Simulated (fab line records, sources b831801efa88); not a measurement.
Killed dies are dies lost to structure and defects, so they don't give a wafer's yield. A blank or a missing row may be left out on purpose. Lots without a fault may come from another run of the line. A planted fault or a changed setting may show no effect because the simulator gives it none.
Chamber matching | flow sky130 | SKY_VIA1_HDPCVD_00 on hdpcvd-01: 3 sister chambers
The step deposits SiO2, target thk 1030 nm, time 171.7 s. 16 wafers are shown with their chamber, then 8 later ones without.

WAFERS WITH THEIR CHAMBER
wafer  | chamber | run_length_s (s) | sih4_flow_sccm (sccm)
L360.1 | 2       | 199.2            | 60.25
L360.3 | 0       | 198.8            | 60.06
L360.6 | 1       | 199.4            | 60.15
L363.2 | 1       | 199.5            | 60.14
L363.5 | 2       | 198.9            | 59.76
L363.6 | 1       | 199.9            | 59.93
L374.2 | 0       | 199.1            | 60.39
L374.3 | 2       | 199.6            | 59.86
L374.4 | 0       | 198.9            | 60.09
L376.2 | 1       | 199.6            | 59.95
L376.4 | 1       | 199.4            | 60.04
L376.5 | 0       | 199.1            | 59.98
L377.3 | 0       | 198.8            | 60.28
L377.4 | 1       | 199.8            | 59.86
L377.6 | 0       | 198.5            | 60.03
L378.1 | 1       | 199.6            | 60.27

SIGNATURES (means of the wafers above)
reading        | chamber 0 | chamber 1 | chamber 2 | scatter within a chamber
run_length_s   | 198.867   | 199.600   | 199.233   | 0.235
sih4_flow_sccm | 60.1383   | 60.0486   | 59.9567   | 0.173
Rule: a wafer's distance from a chamber is the root of the sum, over the readings, of the square of ((its reading less the chamber's mean) divided by the reading's scatter). The wafer belongs to the nearest chamber; if the next one is less than 2 further off, it can't be placed. The scatter: the root of (the sum of the squares of (reading less its chamber's mean) over the shown wafers, divided by (wafers less chambers)).

WAFERS WITHOUT THEIR CHAMBER
wafer  | run_length_s (s) | sih4_flow_sccm (sccm)
L378.4 | 198.5            | 60.08
L378.5 | 199.0            | 60.10
L381.1 | 199.5            | 59.99
L381.3 | 199.2            | 60.17
L381.5 | 199.5            | 59.97
L383.1 | 199.6            | 59.99
L383.2 | 199.6            | 59.82
L383.6 | 200.4            | 60.14

WHICH CHAMBER EACH WENT THROUGH
wafer  | from the rows above          | in truth
L378.4 | can't be placed: 0 or 2      | 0
L378.5 | can't be placed: 0 or 2 or 1 | 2
L381.1 | can't be placed: 1 or 2      | 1
L381.3 | can't be placed: 2 or 0 or 1 | 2
L381.5 | can't be placed: 1 or 2      | 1
L383.1 | can't be placed: 1 or 2      | 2
L383.2 | can't be placed: 1 or 2      | 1
L383.6 | can't be placed: 1 or 2      | 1
Placed correctly: 0 of 8. Can't be placed from these rows: 8 (the true chamber is among the candidates in 8). Placed wrongly: 0.
